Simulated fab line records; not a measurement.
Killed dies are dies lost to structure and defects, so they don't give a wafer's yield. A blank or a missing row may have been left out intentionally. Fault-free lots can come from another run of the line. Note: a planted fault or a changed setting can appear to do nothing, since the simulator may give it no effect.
fab line records + flow sky130
record:
- lots: 6
- wafers: 18
- lastDay: 50
route steps=708 shown CONTACT@418 METAL1@434 PAD_OPEN@708
lots untouched by any fault: they come from a run of this same line in which no faults occurred
startH: the number of hours between the record's first day and the start of the first shown wafer of the lot + waitH: time in hours since the lot's previous step + " same as the row above + L1.1+2: a row that stands for several wafers + - no value, or no start given + * or withheld: withheld + < > ~ a bound
route shown NAME@n: NAME is a module with steps in the file, n the number in the route of the first one + usual: the fault-free wafers' mean and standard deviation + same: alike in all rows + chamber/n: place in a boat + sites: per-site readings + _std_site: standard deviation of those values + _edge_site: mean of outer sites minus mean of inner sites + radiusMm: how far each site lies from the wafer's centre + mask NAME#n: copy n + behind: the last tool/chamber to shape the wafer + hold: the reason the lot was held/the length of the hold in hours/how it ended + device: the transistor (n, p or np) that didn't switch + end of line: the same wafers' tests at the end of the route + for a step that has no rows: nothing shown but its recipe + killed: the dies lost at the first sort to structure and to defects; this is not the yield of the wafer + map: dies across one wafer; x = killed, . = not, _ = none there
set.NAME: the setting the step ran with; set.NAME@STEP: the setting that earlier step ran with + model.NAME: the simulator's own value behind a step, which no gauge read
a table for each step, a row for each wafer; lots at some steps of the route
services: when a tool's chamber went out of use (startH, in hours from the record's first day, below 0 if earlier), for how many hours, and the reason
== steps ==
step: SKY_CONTACT_PEB_12
recipe:
- pebTempC: withheld
- pebTimeS: withheld
- resist: KrF-thick
step: SKY_CONTACT_DEVELOP_13
recipe:
- developTimeS: 60
- resist: KrF-thick
- devTempC: 21
step: SKY_CONTACT_CD_MEAS_14
recipe:
- targetCdNm: 170
usual:
- cdNm: 169.5/1.8
| lot.wafer | tool     | chamber | startH | waitH | cdNm  |
|-----------|----------|---------|--------|-------|-------|
| L510.1    | cdSem-02 | -       | 732.17 | -     | 172.2 |
| L510.2    | "        | -       | "      | "     | 171.3 |
| L510.4    | "        | -       | "      | "     | 172.4 |
| L516.1    | cdSem-02 | -       | 792.32 | -     | 167.2 |
| L516.4    | "        | -       | "      | "     | 168.2 |
| L516.5    | "        | -       | "      | "     | 166.4 |
| L525.2    | cdSem-02 | -       | 855.43 | -     | 168.0 |
| L525.3    | "        | -       | "      | "     | 168.4 |
| L525.5    | "        | -       | "      | "     | 168.3 |
| L526.3    | cdSem-02 | -       | 857.69 | -     | 167.0 |
| L526.4    | "        | -       | "      | "     | 166.2 |
| L526.6    | "        | -       | "      | "     | 167.1 |
| L532.1    | cdSem-02 | -       | 907.15 | -     | 170.9 |
| L532.2    | "        | -       | "      | "     | 170.1 |
| L532.6    | "        | -       | "      | "     | 171.7 |
| L531.1    | cdSem-02 | -       | 907.52 | -     | 171.1 |
| L531.2    | "        | -       | "      | "     | 170.7 |
| L531.6    | "        | -       | "      | "     | 170.6 |
step: SKY_CONTACT_OVL_MEAS_15
usual:
- CONTACT_OVL: 2/5.8
| lot.wafer | tool       | chamber | startH | waitH | CONTACT_OVL[nm] |
|-----------|------------|---------|--------|-------|-----------------|
| L510.1    | overlay-01 | -       | 732.29 | 0.1   | 7               |
| L510.2    | "          | -       | "      | "     | 0               |
| L510.4    | "          | -       | "      | "     | -1              |
| L516.1    | overlay-01 | -       | 792.44 | 0.1   | 3               |
| L516.4    | "          | -       | "      | "     | -5              |
| L516.5    | "          | -       | "      | "     | 6               |
| L525.2    | overlay-02 | -       | 855.54 | 0.1   | 7               |
| L525.3    | "          | -       | "      | "     | 1               |
| L525.5    | "          | -       | "      | "     | -1              |
| L526.3    | overlay-02 | -       | 857.78 | 0.1   | 8               |
| L526.4    | "          | -       | "      | "     | 1               |
| L526.6    | "          | -       | "      | "     | -4              |
| L532.1    | overlay-02 | -       | 907.27 | 0.1   | 9               |
| L532.2    | "          | -       | "      | "     | -10             |
| L532.6    | "          | -       | "      | "     | -2              |
| L531.1    | overlay-02 | -       | 907.64 | 0.1   | 0               |
| L531.2    | "          | -       | "      | "     | 7               |
| L531.6    | "          | -       | "      | "     | 8               |
step: SKY_CONTACT_ETCH_16
recipe:
- chemistry: N2/H2
- target: BARC
- ionEnergyEv: 200
- sourceW: 500
- biasW: 100
- pressureMtorr: 30
- n2FlowSccm: 100
- h2FlowSccm: 200
- stopOn: SiO2
- timeS: 45.9
- targetDepthA: 600
usual:
- drypumpMotorCurrentA: 5.6/0.42
- oesProductAu: 0.854/0.0043
- throttleValvePct: 13.225/0.0087
| lot.wafer | tool       | chamber | startH | waitH | drypumpMotorCurrentA | oesProductAu | rfHoursCounterH | throttleValvePct |
|-----------|------------|---------|--------|-------|----------------------|--------------|-----------------|------------------|
| L510.1    | rieDiel-03 | 0       | 732.33 | 0.0   | 5.9                  | 0.848        | 40              | 13.209           |
| L510.2    | "          | 1       | "      | "     | 5.5                  | 0.851        | 7               | 13.226           |
| L510.4    | "          | 3       | "      | "     | 6.0                  | 0.848        | 11              | 13.228           |
| L516.1    | rieDiel-03 | 1       | 792.48 | 0.0   | 5.5                  | 0.853        | 9               | 13.235           |
| L516.4    | "          | 2       | "      | "     | 5.1                  | 0.864        | -               | 13.205           |
| L516.5    | "          | 3       | "      | "     | 6.0                  | 0.850        | -               | 13.227           |
| L525.2    | rieDiel-01 | 3       | 855.57 | 0.0   | 5.6                  | 0.857        | 22              | 13.237           |
| L525.3    | "          | 1       | "      | "     | 5.4                  | 0.856        | 21              | 13.205           |
| L525.5    | "          | 1       | "      | "     | 5.3                  | 0.855        | -               | 13.218           |
| L526.3    | rieDiel-03 | 2       | 857.81 | 0.0   | 5.1                  | 0.855        | 9               | 13.234           |
| L526.4    | "          | 0       | "      | "     | 5.9                  | 0.855        | 2               | 13.223           |
| L526.6    | "          | 0       | "      | "     | 5.9                  | 0.850        | -               | 13.223           |
| L532.1    | rieDiel-01 | 2       | 907.31 | 0.0   | 6.1                  | 0.858        | 24              | 13.228           |
| L532.2    | "          | 0       | "      | "     | 4.8                  | 0.863        | 24              | 13.233           |
| L532.6    | "          | 1       | "      | "     | 5.3                  | 0.859        | -               | 13.225           |
| L531.1    | rieDiel-02 | 3       | 907.68 | 0.0   | 5.9                  | 0.858        | 9               | 13.218           |
| L531.2    | "          | 2       | "      | "     | 5.5                  | 0.851        | 12              | 13.223           |
| L531.6    | "          | 2       | "      | "     | 5.5                  | 0.849        | -               | 13.228           |
step: SKY_CONTACT_ETCH_17
recipe:
- target: SiO2
- chemistry: C4F8/O2/Ar
- stopOn: Si3N4
- maskMaterial: KrF-thick
- sourceW: 1500
- biasW: 1200
- pressureMtorr: 40
- c4f8FlowSccm: withheld
- O2_flow_sccm: 6
- Ar_flow_sccm: 300
- timeS: withheld
- targetDepthA: 3400
usual:
- oesProductAu: 0.892/0.0053
| lot.wafer | tool       | chamber | startH | waitH | oesProductAu |
|-----------|------------|---------|--------|-------|--------------|
| L510.1    | rieDiel-03 | 0       | 732.37 | 0.0   | 0.885        |
| L510.2    | "          | 1       | "      | "     | 0.890        |
| L510.4    | "          | 3       | "      | "     | 0.899        |
| L516.1    | rieDiel-03 | 1       | 792.52 | 0.0   | 0.898        |
| L516.4    | "          | 2       | "      | "     | 0.893        |
| L516.5    | "          | 3       | "      | "     | 0.897        |
| L525.2    | rieDiel-01 | 3       | 855.61 | 0.0   | 0.887        |
| L525.3    | "          | 1       | "      | "     | 0.894        |
| L525.5    | "          | 1       | "      | "     | 0.903        |
| L526.3    | rieDiel-03 | 2       | 857.85 | 0.0   | 0.890        |
| L526.4    | "          | 0       | "      | "     | 0.897        |
| L526.6    | "          | 0       | "      | "     | 0.892        |
| L532.1    | rieDiel-01 | 2       | 907.35 | 0.0   | 0.892        |
| L532.2    | "          | 0       | "      | "     | 0.887        |
| L532.6    | "          | 1       | "      | "     | 0.897        |
| L531.1    | rieDiel-02 | 3       | 907.72 | 0.0   | 0.894        |
| L531.2    | "          | 2       | "      | "     | 0.891        |
| L531.6    | "          | 2       | "      | "     | 0.890        |
step: SKY_CONTACT_ETCH_18
recipe:
- target: Si3N4
- chemistry: CHF3/O2
- stopOn: TiN
- sourceW: 600
- biasW: 200
- pressureMtorr: 40
- chf3FlowSccm: 50
- O2_flow_sccm: 5
- timeS: 39
- targetDepthA: 750
step: SKY_CONTACT_STRIP_19
recipe:
- chemistry: O2/N2
- powerW: 1400
- pressureMtorr: 1500
- platenTempC: withheld
- o2FlowSccm: 3000
- n2FlowSccm: 300
- overashFraction: 0.5
usual:
- drypumpMotorCurrentA: 5.6/0.34
- oesProductAu: 0.380/0.0051
- stripTimeToEndpointS: 3.62/0.037
| lot.wafer | tool           | chamber | startH | waitH | drypumpMotorCurrentA | oesProductAu | rfHoursCounterH | stripTimeToEndpointS |
|-----------|----------------|---------|--------|-------|----------------------|--------------|-----------------|----------------------|
| L510.1    | plasmaAsher-03 | 0       | 732.46 | -     | 5.2                  | 0.387        | 103             | 3.67                 |
| L510.2    | "              | 1       | "      | "     | 5.7                  | 0.376        | 103             | 3.61                 |
| L510.4    | "              | 1       | "      | "     | 5.7                  | 0.379        | -               | 3.57                 |
| L516.1    | plasmaAsher-01 | 0       | 792.61 | -     | 5.6                  | 0.374        | 38              | 3.59                 |
| L516.4    | "              | 1       | "      | "     | 5.8                  | 0.386        | -               | 3.60                 |
| L516.5    | "              | 0       | "      | "     | 5.6                  | 0.377        | -               | 3.54                 |
| L525.2    | plasmaAsher-03 | 1       | 855.70 | -     | 5.7                  | 0.384        | 11              | 3.68                 |
| L525.3    | "              | 0       | "      | "     | 5.1                  | 0.384        | -               | 3.59                 |
| L525.5    | "              | 0       | "      | "     | 5.1                  | 0.387        | -               | 3.63                 |
| L526.3    | plasmaAsher-04 | 1       | 857.97 | -     | 5.8                  | 0.373        | -               | 3.58                 |
| L526.4    | "              | 0       | "      | "     | 6.2                  | 0.375        | -               | 3.59                 |
| L526.6    | "              | 0       | "      | "     | 6.2                  | 0.377        | -               | 3.59                 |
| L532.1    | plasmaAsher-03 | 0       | 907.46 | -     | 5.2                  | 0.381        | 17              | 3.60                 |
| L532.2    | "              | 1       | "      | "     | 5.7                  | 0.388        | 17              | 3.64                 |
| L532.6    | "              | 1       | "      | "     | 5.7                  | 0.380        | -               | 3.59                 |
| L531.1    | plasmaAsher-03 | 1       | 907.81 | -     | 5.7                  | 0.379        | 17              | 3.63                 |
| L531.2    | "              | 0       | "      | "     | 5.2                  | 0.384        | 17              | 3.66                 |
| L531.6    | "              | 1       | "      | "     | 5.7                  | 0.380        | -               | 3.67                 |
step: SKY_CONTACT_STRIP_20
recipe:
- chemistry: postEtchResidueRemover
- timeS: 1200
- tempC: 72.5
step: SKY_CONTACT_CLEAN_21
recipe:
- chemistry: IPA
- timeS: 180
- tempC: 25
step: SKY_CONTACT_CLEAN_22
recipe:
- chemistry: O3/DIW
- dry: n2Spin
step: SKY_CONTACT_SPUTTER_23
recipe:
- material: TiN
- targetThkNm: 20
- chamberPressurePa: 5
- powerW: 4000
- timeS: 80
usual:
- throttleValvePct: 30.1/0.81
| lot.wafer | tool          | chamber | startH | waitH | throttleValvePct |
|-----------|---------------|---------|--------|-------|------------------|
| L510.1    | pvdSputter-01 | -       | 733.07 | 0.0   | 30.5             |
| L510.2    | "             | -       | "      | "     | 31.3             |
| L510.4    | "             | -       | "      | "     | 29.5             |
| L516.1    | pvdSputter-01 | -       | 793.20 | 0.0   | 31.3             |
| L516.4    | "             | -       | "      | "     | 29.5             |
| L516.5    | "             | -       | "      | "     | 29.6             |
| L525.2    | pvdSputter-01 | -       | 856.29 | 0.0   | 30.6             |
| L525.3    | "             | -       | "      | "     | 31.5             |
| L525.5    | "             | -       | "      | "     | 29.6             |
| L526.3    | pvdSputter-01 | -       | 858.56 | 0.0   | 29.4             |
| L526.4    | "             | -       | "      | "     | 31.2             |
| L526.6    | "             | -       | "      | "     | 30.0             |
| L532.1    | pvdSputter-03 | -       | 908.10 | 0.0   | 29.5             |
| L532.2    | "             | -       | "      | "     | 29.4             |
| L532.6    | "             | -       | "      | "     | 29.7             |
| L531.1    | pvdSputter-02 | -       | 908.40 | 0.0   | 28.5             |
| L531.2    | "             | -       | "      | "     | 31.3             |
| L531.6    | "             | -       | "      | "     | 31.2             |
step: SKY_CONTACT_CVD_24
recipe:
- material: W
- targetThkNm: 340
- timeS: 102.12
- tempC: 400
- pressureTorr: 40
usual:
- heaterPowerW: 859/90
| lot.wafer | tool    | chamber | startH | waitH | heaterPowerW | model.W_of_CONTACT_CVD_24.thkNm |
|-----------|---------|---------|--------|-------|--------------|---------------------------------|
| L510.1    | cvdW-01 | 1       | 733.13 | 0.0   | 969          | 340.4                           |
| L510.2    | "       | 0       | "      | "     | 925          | 344.9                           |
| L510.4    | "       | 0       | "      | "     | 913          | 341.7                           |
| L516.1    | cvdW-02 | 1       | 793.26 | 0.0   | 785          | 336.4                           |
| L516.4    | "       | 0       | "      | "     | 759          | 341.3                           |
| L516.5    | "       | 0       | "      | "     | 746          | 336.9                           |
| L525.2    | cvdW-01 | 1       | 856.35 | 0.0   | 1003         | 459.8                           |
| L525.3    | "       | 1       | "      | "     | 973          | 459.2                           |
| L525.5    | "       | 1       | "      | "     | 955          | 457.6                           |
| L526.3    | cvdW-01 | 0       | 858.66 | 0.1   | 895          | 337.1                           |
| L526.4    | "       | 1       | "      | "     | 993          | 459.2                           |
| L526.6    | "       | 0       | "      | "     | 939          | 333.4                           |
| L532.1    | cvdW-02 | 0       | 908.16 | 0.0   | 753          | 342.8                           |
| L532.2    | "       | 1       | "      | "     | 786          | 345.5                           |
| L532.6    | "       | 1       | "      | "     | 800          | 349                             |
| L531.1    | cvdW-02 | 1       | 908.46 | 0.0   | 802          | 343.4                           |
| L531.2    | "       | 0       | "      | "     | 759          | 337.9                           |
| L531.6    | "       | 0       | "      | "     | 742          | 341.6                           |
step: SKY_CONTACT_RS_MEAS_25
recipe:
- thkMeasGauge: four-point-probe
- reads: W_of_CONTACT_CVD_24+TiN_of_CONTACT_SPUTTER_23
usual:
- CONTACT_W_RS: 0.340/0.0038
| lot.wafer | tool         | chamber | startH | waitH | CONTACT_W_RS[ohm/sq] |
|-----------|--------------|---------|--------|-------|----------------------|
| L510.1    | filmMetro-01 | -       | 733.24 | 0.1   | 0.338                |
| L510.2    | "            | -       | "      | "     | 0.333                |
| L510.4    | "            | -       | "      | "     | 0.337                |
| L516.1    | filmMetro-01 | -       | 793.37 | 0.1   | 0.342                |
| L516.4    | "            | -       | "      | "     | 0.338                |
| L516.5    | "            | -       | "      | "     | 0.342                |
| L525.2    | filmMetro-02 | -       | 856.48 | 0.1   | 0.249                |
| L525.3    | "            | -       | "      | "     | 0.249                |
| L525.5    | "            | -       | "      | "     | 0.250                |
| L526.3    | filmMetro-02 | -       | 858.77 | 0.1   | 0.341                |
| L526.4    | "            | -       | "      | "     | 0.249                |
| L526.6    | "            | -       | "      | "     | 0.345                |
| L532.1    | filmMetro-02 | -       | 908.27 | 0.1   | 0.335                |
| L532.2    | "            | -       | "      | "     | 0.333                |
| L532.6    | "            | -       | "      | "     | 0.329                |
| L531.1    | filmMetro-03 | -       | 908.57 | 0.1   | 0.334                |
| L531.2    | "            | -       | "      | "     | 0.340                |
| L531.6    | "            | -       | "      | "     | 0.335                |
step: SKY_CONTACT_THK_MEAS_26
recipe:
- thkMeasGauge: xrf
- reads: W_of_CONTACT_CVD_24
usual:
- CONTACT_W_THK: 345/7.1
| lot.wafer | tool         | chamber | startH | waitH | CONTACT_W_THK[nm] |
|-----------|--------------|---------|--------|-------|-------------------|
| L510.1    | filmMetro-01 | -       | 733.36 | 0.1   | 346               |
| L510.2    | "            | -       | "      | "     | 351               |
| L510.4    | "            | -       | "      | "     | 347               |
| L516.1    | filmMetro-01 | -       | 793.49 | 0.1   | 340               |
| L516.4    | "            | -       | "      | "     | 345               |
| L516.5    | "            | -       | "      | "     | 341               |
| L525.2    | filmMetro-02 | -       | 856.59 | 0.1   | 463               |
| L525.3    | "            | -       | "      | "     | 463               |
| L525.5    | "            | -       | "      | "     | 460               |
| L526.3    | filmMetro-02 | -       | 858.87 | 0.1   | 336               |
| L526.4    | "            | -       | "      | "     | 462               |
| L526.6    | "            | -       | "      | "     | 333               |
| L532.1    | filmMetro-02 | -       | 908.39 | 0.1   | 343               |
| L532.2    | "            | -       | "      | "     | 347               |
| L532.6    | "            | -       | "      | "     | 353               |
| L531.1    | filmMetro-03 | -       | 908.69 | 0.1   | 359               |
| L531.2    | "            | -       | "      | "     | 351               |
| L531.6    | "            | -       | "      | "     | 358               |
step: SKY_CONTACT_CMP_27
recipe:
- stopOn: SiO2
- tOverpolishS: 15
- downForcePsi: 3.5
- platenRpm: 60
- targetThkNm: 0
- padVelocityMS: 0.94248
usual:
- edgeZonePressureFrac: 1.001/0.0053
- motorCurrentA: 11.6/0.58
- timeToEndpointS: 81/3.6
| lot.wafer | tool   | chamber | startH | waitH | edgeZonePressureFrac | motorCurrentA | timeToEndpointS |
|-----------|--------|---------|--------|-------|----------------------|---------------|-----------------|
| L510.2    | cmp-02 | 1       | 733.42 | 0.0   | 0.993                | 11.4          | 83              |
| L510.1    | "      | 3       | "      | "     | 1.003                | 11.6          | 75              |
| L510.4    | "      | 0       | "      | "     | 1.003                | 10.8          | 77              |
| L516.4    | cmp-01 | 0       | 793.60 | 0.1   | 1.009                | 11.1          | 86              |
| L516.1    | "      | 1       | "      | "     | 0.996                | 11.5          | 84              |
| L516.5    | "      | 3       | "      | "     | 1.005                | 12.1          | 83              |
| L525.2    | cmp-02 | 0       | 856.70 | 0.1   | 1.000                | 10.9          | 106             |
| L525.3    | "      | 2       | "      | "     | 0.995                | 11.7          | 107             |
| L525.5    | "      | 0       | "      | "     | 1.005                | 10.9          | 109             |
| L526.4    | cmp-02 | 2       | 859.01 | 0.1   | 1.001                | 11.5          | 106             |
| L526.3    | "      | 3       | "      | "     | 1.000                | 12.1          | 82              |
| L526.6    | "      | 1       | "      | "     | 1.001                | 11.3          | 81              |
| L532.1    | cmp-01 | 2       | 908.45 | 0.1   | 1.000                | 11.8          | 77              |
| L532.2    | "      | 1       | "      | "     | 1.001                | 11.4          | 86              |
| L532.6    | "      | 3       | "      | "     | 1.003                | 11.9          | 78              |
| L531.1    | cmp-01 | 3       | 908.75 | 0.1   | 1.000                | 12.2          | 79              |
| L531.2    | "      | 2       | "      | "     | 1.002                | 12.6          | 76              |
| L531.6    | "      | 3       | "      | "     | 1.011                | 12.8          | 77              |
step: SKY_METAL1_SPUTTER_00
recipe:
- material: Ti
- targetThkNm: 15
- powerW: 3000
- timeS: 10
- chamberPressurePa: 0.3895
usual:
- throttleValvePct: 29.8/0.83
| lot.wafer | tool          | chamber | startH | waitH | throttleValvePct |
|-----------|---------------|---------|--------|-------|------------------|
| L510.1    | pvdSputter-03 | -       | 733.72 | 0.1   | 29.7             |
| L510.2    | "             | -       | "      | "     | 29.2             |
| L510.4    | "             | -       | "      | "     | 29.4             |
| L516.1    | pvdSputter-03 | -       | 793.85 | 0.1   | 30.1             |
| L516.4    | "             | -       | "      | "     | 29.1             |
| L516.5    | "             | -       | "      | "     | 29.3             |
| L525.2    | pvdSputter-02 | -       | 856.97 | 0.2   | 31.1             |
| L525.3    | "             | -       | "      | "     | 30.9             |
| L525.5    | "             | -       | "      | "     | 30.9             |
| L526.3    | pvdSputter-03 | -       | 859.21 | 0.1   | 29.4             |
| L526.4    | "             | -       | "      | "     | 29.1             |
| L526.6    | "             | -       | "      | "     | 29.0             |
| L532.1    | pvdSputter-03 | -       | 908.75 | 0.2   | 30.1             |
| L532.2    | "             | -       | "      | "     | 30.1             |
| L532.6    | "             | -       | "      | "     | 29.2             |
| L531.1    | pvdSputter-02 | -       | 909.05 | 0.2   | 30.2             |
| L531.2    | "             | -       | "      | "     | 30.7             |
| L531.6    | "             | -       | "      | "     | 28.8             |
step: SKY_PAD_OPEN_PROBE_99
usual:
- killed_at_M0_to_M3: 43/7
- killed_at_M4_up: 3.3/1.8
- killedAtContacts: 24/6.2
- killedAtFrontEnd: 16/4.7
- killedAtOther: 0.4/0.58
- killedDies: 87/10
- killedOpen: 47/6.4
- killedShort: 39/7
same:
- grossDies: 492
- killedAtBackSide: 0
| lot.wafer | tool      | chamber | startH  | waitH | killed_at_M0_to_M3 | killed_at_M4_up | killedAtContacts | killedAtFrontEnd | killedAtOther | killedDies | killedOpen | killedShort |
|-----------|-----------|---------|---------|-------|--------------------|-----------------|------------------|------------------|---------------|------------|------------|-------------|
| L525.2    | prober-02 | -       | 1166.19 | 0.1   | 37                 | 2               | 24               | 9                | 0             | 72         | 48         | 24          |
| L525.3    | prober-02 | -       | 1166.24 | 0.2   | 59                 | 5               | 31               | 22               | 0             | 117        | 69         | 48          |
| L525.5    | prober-02 | -       | 1166.34 | 0.2   | 42                 | 4               | 24               | 11               | 0             | 81         | 52         | 29          |
killed by level:class
L525.2 VIA1:geometricParticle:open=13 CONTACT:geometricParticle:open=11 LI_CONTACT:geometricParticle:open=6 VIA2:geometricParticle:open=6 VIA1:geometricParticle:short=5 SPACER:geometricParticle:open=3 LOCAL_INTERCONNECT:geometricParticle:short=3 VIA3:geometricParticle:short=3
L525.3 VIA1:geometricParticle:open=16 CONTACT:geometricParticle:open=12 VIA3:geometricParticle:open=10 METAL1:geometricParticle:short=9 FIELD_ISO:geometricParticle:open=8 LI_CONTACT:geometricParticle:open=8 VIA1:geometricParticle:short=7 LOCAL_INTERCONNECT:geometricParticle:short=5
L525.5 VIA1:geometricParticle:open=12 CONTACT:geometricParticle:open=10 VIA3:geometricParticle:open=9 FIELD_ISO:geometricParticle:open=7 LI_CONTACT:geometricParticle:open=5 CONTACT:geometricParticle:short=5 METAL3:geometricParticle:short=5 METAL1:geometricParticle:short=4
== services ==
| tool           | chamber | startH | hours | kind   |
|----------------|---------|--------|-------|--------|
| cmp-02         | -       | 710.48 | 2.5   | repair |
| rieDiel-02     | 1       | 712.67 | 2.9   | repair |
| cmp-01         | -       | 712.71 | 0.7   | repair |
| cmp-02         | -       | 723.91 | 0.3   | repair |
| pvdSputter-02  | -       | 726.05 | 57.2  | repair |
| cmp-02         | -       | 728.31 | 3.6   | pm     |
| plasmaAsher-03 | -       | 733.75 | 9.0   | pm     |
| pvdSputter-01  | -       | 736.18 | 5.5   | repair |
| rieDiel-03     | 1       | 742.12 | 7.5   | repair |
| cmp-02         | -       | 747.22 | 4.0   | pm     |
| cmp-02         | -       | 752.79 | 2.1   | repair |
| rieDiel-03     | 3       | 769.88 | 3.0   | repair |
| cmp-02         | -       | 790.23 | 0.8   | repair |
| cvdW-01        | -       | 792.58 | 4.3   | pm     |
| rieDiel-03     | 1       | 803.07 | 5.4   | repair |
| cmp-01         | -       | 854.48 | 3.1   | repair |
| rieDiel-01     | -       | 857.77 | 0.6   | repair |
| cmp-01         | -       | 858.35 | 5.7   | pm     |
| rieDiel-01     | -       | 865.98 | 2.8   | pm     |
| plasmaAsher-03 | -       | 881.51 | 2.8   | pm     |
| cvdW-01        | -       | 882.83 | 14.6  | pm     |
| cmp-02         | -       | 889.81 | 1.9   | repair |
| rieDiel-03     | 0       | 899.35 | 15.1  | repair |
| cvdW-01        | -       | 904.00 | 14.0  | pm     |
== key ==
firstSign:
- step: SKY_CONTACT_RS_MEAS_25
- reading: CONTACT_W_RS
- direction: down
- sigmas: 24
- usual: 0.340
- struck: 0.249
effect:
- step: SKY_CONTACT_THK_MEAS_26
- reading: CONTACT_W_THK
- direction: up
- sigmas: 16
- usual: 345
- struck: 462
effect:
- step: SKY_CONTACT_CMP_27
- reading: timeToEndpointS
- direction: up
- sigmas: 7.1
- usual: *
- struck: *
modelEffect:
- step: SKY_CONTACT_CVD_24
- value: W_of_CONTACT_CVD_24.thkNm
- without: 334.9
- struck: 458.9
metAt SKY_CONTACT_CVD_24
struckWafers L525.2,L525.3,L525.5,L526.4
testerLeftOut L525,L526
onsetBetween 733.13 856.35
fault:
- kind: processParameterDrift
- tool: cvdW-01
- chamber: 1
- onsetH: 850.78
- steps: SKY_CONTACT_CVD_24
- channel: targetThkNm
- offset: 124.76
- shape: step
- endH: 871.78
- actsIn: theseRecipesOnly
- stated: 340
testerLeftOut: of these lots the tester's yield and bins aren't shown, on N5 and GAA mostly nor the transistor test; their killed dies are dies lost to structure and defects alone, not to doping, threshold or leakage, so they don't give the yield
